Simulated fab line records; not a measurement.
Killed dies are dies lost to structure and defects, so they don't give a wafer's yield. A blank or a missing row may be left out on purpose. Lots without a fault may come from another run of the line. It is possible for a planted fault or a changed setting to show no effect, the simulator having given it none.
Which tool was responsible? / flow sfq_line / 42 wafers from 14 lots sampled at 6 of the route's 325 steps

== WHAT EACH GAUGE READ, for each wafer ==
SFQ_M1_RS_MEAS_909: uses a four-point probe to measure. Usual: M1_NB_RS 0.888 ohm/sq, standard deviation 0.0097.
lot=L142; measured=day 17 17:28; on=film_metro-03; M1_NB_RS (ohm/sq)=0.870 0.888 0.875; flag=
lot=L143; measured=day 18 16:16; on=film_metro-01; M1_NB_RS (ohm/sq)=0.883 0.890 0.885; flag=
lot=L144; measured=day 18 20:29; on=film_metro-01; M1_NB_RS (ohm/sq)=0.885 0.887 0.882; flag=
lot=L145; measured=day 19 02:38; on=film_metro-03; M1_NB_RS (ohm/sq)=0.876 0.872 0.881; flag=
lot=L146; measured=day 19 19:33; on=film_metro-01; M1_NB_RS (ohm/sq)=0.888 0.896 0.896; flag=
lot=L148; measured=day 21 07:32; on=film_metro-03; M1_NB_RS (ohm/sq)=0.880 0.897 0.898; flag=
lot=L149; measured=day 21 15:57; on=film_metro-01; M1_NB_RS (ohm/sq)=0.893 0.887 0.891; flag=
lot=L151; measured=day 22 12:33; on=film_metro-01; M1_NB_RS (ohm/sq)=0.929 0.940 0.942; flag=OFF
lot=L154; measured=day 23 15:56; on=film_metro-04; M1_NB_RS (ohm/sq)=0.956 0.952 0.954; flag=OFF
lot=L160; measured=day 25 19:57; on=film_metro-01; M1_NB_RS (ohm/sq)=0.900 0.905 0.899; flag=
lot=L162; measured=day 26 04:38; on=film_metro-03; M1_NB_RS (ohm/sq)=0.902 0.903 0.900; flag=
lot=L163; measured=day 26 10:48; on=film_metro-01; M1_NB_RS (ohm/sq)=0.882 0.880 0.881; flag=
lot=L164; measured=day 27 06:41; on=film_metro-03; M1_NB_RS (ohm/sq)=0.866 0.871 0.870; flag=
lot=L165; measured=day 27 16:03; on=film_metro-04; M1_NB_RS (ohm/sq)=0.879 0.878 0.894; flag=

SFQ_R5_OVL_MEAS_935. Usual: R5_OVL 0 nm, standard deviation 6.1.
lot=L142; measured=day 66 15:51; on=overlay-02; R5_OVL (nm)=-6 1 -5; flag=
lot=L143; measured=day 67 08:39; on=overlay-01; R5_OVL (nm)=7 8 7; flag=
lot=L144; measured=day 67 17:03; on=overlay-01; R5_OVL (nm)=-1 -6 -8; flag=
lot=L145; measured=day 67 23:03; on=overlay-02; R5_OVL (nm)=-4 -3 1; flag=
lot=L146; measured=day 68 00:47; on=overlay-01; R5_OVL (nm)=6 11 6; flag=
lot=L148; measured=day 69 11:47; on=overlay-02; R5_OVL (nm)=14 4 10; flag=
lot=L149; measured=day 69 20:45; on=overlay-01; R5_OVL (nm)=-1 -4 -1; flag=
lot=L151; measured=day 70 02:46; on=overlay-01; R5_OVL (nm)=-5 3 2; flag=
lot=L154; measured=day 70 11:04; on=overlay-02; R5_OVL (nm)=4 3 8; flag=
lot=L160; measured=day 76 14:41; on=overlay-02; R5_OVL (nm)=0 -2 2; flag=
lot=L162; measured=day 77 01:29; on=overlay-01; R5_OVL (nm)=-6 0 -1; flag=
lot=L163; measured=day 77 06:17; on=overlay-01; R5_OVL (nm)=1 -2 5; flag=
lot=L164; measured=day 77 07:28; on=overlay-01; R5_OVL (nm)=-6 -2 -6; flag=
lot=L165; measured=day 78 09:55; on=overlay-01; R5_OVL (nm)=3 4 2; flag=

SFQ_M6_OVL_MEAS_940. Usual: M6_OVL 1 nm, standard deviation 6.
lot=L142; measured=day 75 15:52; on=overlay-01; M6_OVL (nm)=6 3 -1; flag=
lot=L143; measured=day 76 21:52; on=overlay-01; M6_OVL (nm)=18 8 9; flag=
lot=L144; measured=day 77 00:17; on=overlay-01; M6_OVL (nm)=-2 2 -3; flag=
lot=L145; measured=day 77 02:41; on=overlay-01; M6_OVL (nm)=6 1 3; flag=
lot=L146; measured=day 77 05:05; on=overlay-01; M6_OVL (nm)=4 8 1; flag=
lot=L148; measured=day 80 10:03; on=overlay-01; M6_OVL (nm)=-8 -3 -3; flag=
lot=L149; measured=day 80 12:27; on=overlay-02; M6_OVL (nm)=-15 -8 -8; flag=
lot=L151; measured=day 81 18:35; on=overlay-01; M6_OVL (nm)=3 0 0; flag=
lot=L154; measured=day 84 16:31; on=overlay-01; M6_OVL (nm)=3 4 0; flag=
lot=L160; measured=day 86 10:20; on=overlay-02; M6_OVL (nm)=4 5 11; flag=
lot=L162; measured=day 86 12:44; on=overlay-02; M6_OVL (nm)=5 8 2; flag=
lot=L163; measured=day 87 09:19; on=overlay-01; M6_OVL (nm)=-10 -2 -8; flag=
lot=L164; measured=day 87 10:31; on=overlay-01; M6_OVL (nm)=-4 -4 -5; flag=
lot=L165; measured=day 87 11:43; on=overlay-01; M6_OVL (nm)=5 0 -2; flag=

SFQ_I7_BOW_MEAS_946. Usual: I7_BOW 10 um, standard deviation 11.
lot=L142; measured=day 80 18:55; on=film_metro-04; I7_BOW (um)=-10 5 -2; flag=
lot=L143; measured=day 82 01:38; on=film_metro-02; I7_BOW (um)=3 -4 -1; flag=
lot=L144; measured=day 82 02:16; on=film_metro-01; I7_BOW (um)=17 6 2; flag=
lot=L145; measured=day 82 04:40; on=film_metro-04; I7_BOW (um)=-3 5 9; flag=
lot=L146; measured=day 82 09:03; on=film_metro-02; I7_BOW (um)=13 16 5; flag=
lot=L148; measured=day 85 14:21; on=film_metro-04; I7_BOW (um)=25 15 26; flag=
lot=L149; measured=day 89 02:43; on=film_metro-02; I7_BOW (um)=3 1 1; flag=
lot=L151; measured=day 90 15:46; on=film_metro-01; I7_BOW (um)=12 4 -3; flag=
lot=L154; measured=day 91 21:26; on=film_metro-04; I7_BOW (um)=34 37 31; flag=
lot=L160; measured=day 93 07:07; on=film_metro-02; I7_BOW (um)=18 15 -4; flag=
lot=L162; measured=day 93 12:04; on=film_metro-04; I7_BOW (um)=-2 -5 -5; flag=
lot=L163; measured=day 94 04:31; on=film_metro-02; I7_BOW (um)=-2 1 -1; flag=
lot=L164; measured=day 94 09:28; on=film_metro-04; I7_BOW (um)=6 7 1; flag=
lot=L165; measured=day 94 16:40; on=film_metro-01; I7_BOW (um)=12 9 12; flag=

== EACH LOT AND THE TOOL THAT RAN IT (in order: tool; ch and the chambers of the sampled wafers; start) ==
lot=L142; SFQ_TRILAYER_M1_DEP_SPUTTER_037=pvd_sputter-03, day 17 17:22; SFQ_TRILAYER_M1_ETCH_METAL_ETCH_042=rie_metal-02 ch 0,1, day 24 00:40
lot=L143; SFQ_TRILAYER_M1_DEP_SPUTTER_037=pvd_sputter-03, day 18 16:10; SFQ_TRILAYER_M1_ETCH_METAL_ETCH_042=rie_metal-03 ch 0, day 25 08:07
lot=L144; SFQ_TRILAYER_M1_DEP_SPUTTER_037=pvd_sputter-03, day 18 20:22; SFQ_TRILAYER_M1_ETCH_METAL_ETCH_042=rie_metal-03 ch 0, day 25 12:55
lot=L145; SFQ_TRILAYER_M1_DEP_SPUTTER_037=pvd_sputter-03, day 19 02:30; SFQ_TRILAYER_M1_ETCH_METAL_ETCH_042=rie_metal-04 ch 0, day 25 20:07
lot=L146; SFQ_TRILAYER_M1_DEP_SPUTTER_037=pvd_sputter-06, day 19 19:26; SFQ_TRILAYER_M1_ETCH_METAL_ETCH_042=rie_metal-04 ch 0,1, day 26 04:49
lot=L148; SFQ_TRILAYER_M1_DEP_SPUTTER_037=pvd_sputter-03, day 21 07:26; SFQ_TRILAYER_M1_ETCH_METAL_ETCH_042=rie_metal-04 ch 1, day 28 01:55
lot=L149; SFQ_TRILAYER_M1_DEP_SPUTTER_037=pvd_sputter-06, day 21 15:52; SFQ_TRILAYER_M1_ETCH_METAL_ETCH_042=rie_metal-02 ch 0,1, day 28 07:52
lot=L151; SFQ_TRILAYER_M1_DEP_SPUTTER_037=pvd_sputter-06, day 22 12:25; SFQ_TRILAYER_M1_ETCH_METAL_ETCH_042=rie_metal-04 ch 0,1, day 29 05:30
lot=L154; SFQ_TRILAYER_M1_DEP_SPUTTER_037=pvd_sputter-06, day 23 15:50; SFQ_TRILAYER_M1_ETCH_METAL_ETCH_042=rie_metal-04 ch 0,1, day 30 05:28
lot=L160; SFQ_TRILAYER_M1_DEP_SPUTTER_037=pvd_sputter-04, day 25 19:49; SFQ_TRILAYER_M1_ETCH_METAL_ETCH_042=rie_metal-04 ch 0,1, day 32 21:26
lot=L162; SFQ_TRILAYER_M1_DEP_SPUTTER_037=pvd_sputter-04, day 26 04:31; SFQ_TRILAYER_M1_ETCH_METAL_ETCH_042=rie_metal-02 ch 0,1, day 33 04:54
lot=L163; SFQ_TRILAYER_M1_DEP_SPUTTER_037=pvd_sputter-06, day 26 10:41; SFQ_TRILAYER_M1_ETCH_METAL_ETCH_042=rie_metal-04 ch 0,1, day 33 10:59
lot=L164; SFQ_TRILAYER_M1_DEP_SPUTTER_037=pvd_sputter-06, day 27 06:35; SFQ_TRILAYER_M1_ETCH_METAL_ETCH_042=rie_metal-03 ch 0,1, day 33 23:44
lot=L165; SFQ_TRILAYER_M1_DEP_SPUTTER_037=pvd_sputter-03, day 27 15:58; SFQ_TRILAYER_M1_ETCH_METAL_ETCH_042=rie_metal-02 ch 0, day 34 05:44
- SFQ_TRILAYER_M1_DEP_SPUTTER_037: material Nb, target thk 200 nm, time 133.3 s.
- SFQ_TRILAYER_M1_ETCH_METAL_ETCH_042: etches Nb in Cl2/Ar, stops on SiO2, target depth 240 nm, time 120 s.

== AS READ BY THE TOOLS THEMSELVES (means over the sampled wafers that have a number; for cases with no such wafer, the mark the record gives instead) ==
SFQ_TRILAYER_M1_DEP_SPUTTER_037. Usual: base_pressure_pa 1.34e-06 Pa, standard deviation 8.9e-08; cathode_dc_power_W 2000.1 W, standard deviation 0.34; substrate_temp_c 20.02 C, standard deviation 0.11; throttle_valve_pct 30.2 %, standard deviation 1.
lot=L142; tool=pvd_sputter-03; base_pressure_pa (Pa)=1.36e-06; cathode_dc_power_W (W)=2000.0; substrate_temp_c (C)=20.03; throttle_valve_pct (%)=30.3; flag=
lot=L143; tool=pvd_sputter-03; base_pressure_pa (Pa)=1.37e-06; cathode_dc_power_W (W)=1999.8; substrate_temp_c (C)=20.02; throttle_valve_pct (%)=30.0; flag=
lot=L144; tool=pvd_sputter-03; base_pressure_pa (Pa)=1.30e-06; cathode_dc_power_W (W)=2000.0; substrate_temp_c (C)=19.99; throttle_valve_pct (%)=30.1; flag=
lot=L145; tool=pvd_sputter-03; base_pressure_pa (Pa)=1.30e-06; cathode_dc_power_W (W)=1999.9; substrate_temp_c (C)=20.11; throttle_valve_pct (%)=30.4; flag=
lot=L146; tool=pvd_sputter-06; base_pressure_pa (Pa)=1.28e-06; cathode_dc_power_W (W)=1999.9; substrate_temp_c (C)=20.02; throttle_valve_pct (%)=30.3; flag=
lot=L148; tool=pvd_sputter-03; base_pressure_pa (Pa)=1.36e-06; cathode_dc_power_W (W)=1999.8; substrate_temp_c (C)=20.07; throttle_valve_pct (%)=30.2; flag=
lot=L149; tool=pvd_sputter-06; base_pressure_pa (Pa)=1.36e-06; cathode_dc_power_W (W)=1999.9; substrate_temp_c (C)=20.07; throttle_valve_pct (%)=29.7; flag=
lot=L151; tool=pvd_sputter-06; base_pressure_pa (Pa)=1.54e-06; cathode_dc_power_W (W)=2000.3; substrate_temp_c (C)=20.09; throttle_valve_pct (%)=30.9; flag=
lot=L154; tool=pvd_sputter-06; base_pressure_pa (Pa)=1.39e-06; cathode_dc_power_W (W)=2000.4; substrate_temp_c (C)=19.95; throttle_valve_pct (%)=31.6; flag=
lot=L160; tool=pvd_sputter-04; base_pressure_pa (Pa)=1.41e-06; cathode_dc_power_W (W)=2000.0; substrate_temp_c (C)=20.02; throttle_valve_pct (%)=29.6; flag=
lot=L162; tool=pvd_sputter-04; base_pressure_pa (Pa)=1.34e-06; cathode_dc_power_W (W)=2000.0; substrate_temp_c (C)=20.13; throttle_valve_pct (%)=29.6; flag=
lot=L163; tool=pvd_sputter-06; base_pressure_pa (Pa)=1.37e-06; cathode_dc_power_W (W)=2000.0; substrate_temp_c (C)=19.93; throttle_valve_pct (%)=30.5; flag=
lot=L164; tool=pvd_sputter-06; base_pressure_pa (Pa)=1.29e-06; cathode_dc_power_W (W)=2000.0; substrate_temp_c (C)=20.01; throttle_valve_pct (%)=30.9; flag=
lot=L165; tool=pvd_sputter-03; base_pressure_pa (Pa)=1.34e-06; cathode_dc_power_W (W)=2000.0; substrate_temp_c (C)=20.10; throttle_valve_pct (%)=30.3; flag=

SFQ_TRILAYER_M1_ETCH_METAL_ETCH_042. Usual: drypump_motor_current_A 6.0 A, standard deviation 0.47; he_backside_leak_sccm 3.5 sccm, standard deviation 0.34; oes_product_au 0.895 a.u., standard deviation 0.0073.
lot=L142; tool=rie_metal-02; drypump_motor_current_A (A)=6.1; he_backside_leak_sccm (sccm)=3.4; oes_product_au (a.u.)=0.897; flag=
lot=L143; tool=rie_metal-03; drypump_motor_current_A (A)=6.0; he_backside_leak_sccm (sccm)=3.7; oes_product_au (a.u.)=0.897; flag=
lot=L144; tool=rie_metal-03; drypump_motor_current_A (A)=6.0; he_backside_leak_sccm (sccm)=3.6; oes_product_au (a.u.)=0.897; flag=
lot=L145; tool=rie_metal-04; drypump_motor_current_A (A)=6.7; he_backside_leak_sccm (sccm)=3.8; oes_product_au (a.u.)=0.904; flag=
lot=L146; tool=rie_metal-04; drypump_motor_current_A (A)=6.3; he_backside_leak_sccm (sccm)=3.5; oes_product_au (a.u.)=0.894; flag=
lot=L148; tool=rie_metal-04; drypump_motor_current_A (A)=6.1; he_backside_leak_sccm (sccm)=3.5; oes_product_au (a.u.)=0.892; flag=
lot=L149; tool=rie_metal-02; drypump_motor_current_A (A)=5.9; he_backside_leak_sccm (sccm)=3.5; oes_product_au (a.u.)=0.894; flag=
lot=L151; tool=rie_metal-04; drypump_motor_current_A (A)=6.5; he_backside_leak_sccm (sccm)=3.5; oes_product_au (a.u.)=0.870; flag=OFF
lot=L154; tool=rie_metal-04; drypump_motor_current_A (A)=6.3; he_backside_leak_sccm (sccm)=3.6; oes_product_au (a.u.)=0.858; flag=OFF
lot=L160; tool=rie_metal-04; drypump_motor_current_A (A)=6.5; he_backside_leak_sccm (sccm)=3.5; oes_product_au (a.u.)=0.889; flag=
lot=L162; tool=rie_metal-02; drypump_motor_current_A (A)=6.1; he_backside_leak_sccm (sccm)=3.4; oes_product_au (a.u.)=0.887; flag=
lot=L163; tool=rie_metal-04; drypump_motor_current_A (A)=6.5; he_backside_leak_sccm (sccm)=3.5; oes_product_au (a.u.)=0.899; flag=
lot=L164; tool=rie_metal-03; drypump_motor_current_A (A)=5.7; he_backside_leak_sccm (sccm)=3.5; oes_product_au (a.u.)=0.906; flag=
lot=L165; tool=rie_metal-02; drypump_motor_current_A (A)=5.6; he_backside_leak_sccm (sccm)=3.6; oes_product_au (a.u.)=0.896; flag=

== THE ANSWER, worked out from the rows above alone ==
Rule: a lot counts as off when the mean over its wafers that have a number is more than 3 standard deviations away from the usual mean. A lot without any number at a reading at which 4 lots or more have one is off too. Where the step has rows for the other lots, those lots are counted as sound. The gauges are gone through in route order, then the tools' own readings, and for those a lot's mean is taken as printed above. At the first step where some lot is off, the reading lying furthest off is the one used; lots without a number count as furthest.
Off: at SFQ_M1_RS_MEAS_909 (M1_NB_RS), L151, L154.
A tool fits if, at a process step before that reading, it ran every lot that is off, and no sound lot after the first of them. The gauges at SFQ_M1_RS_MEAS_909 aren't tried: what is off there is off at SFQ_TRILAYER_M1_ETCH_METAL_ETCH_042 too, on other tools, and a gauge's error can't cause that. None of those tried fits.

== WHAT THE SIMULATOR HAD INSERTED ==
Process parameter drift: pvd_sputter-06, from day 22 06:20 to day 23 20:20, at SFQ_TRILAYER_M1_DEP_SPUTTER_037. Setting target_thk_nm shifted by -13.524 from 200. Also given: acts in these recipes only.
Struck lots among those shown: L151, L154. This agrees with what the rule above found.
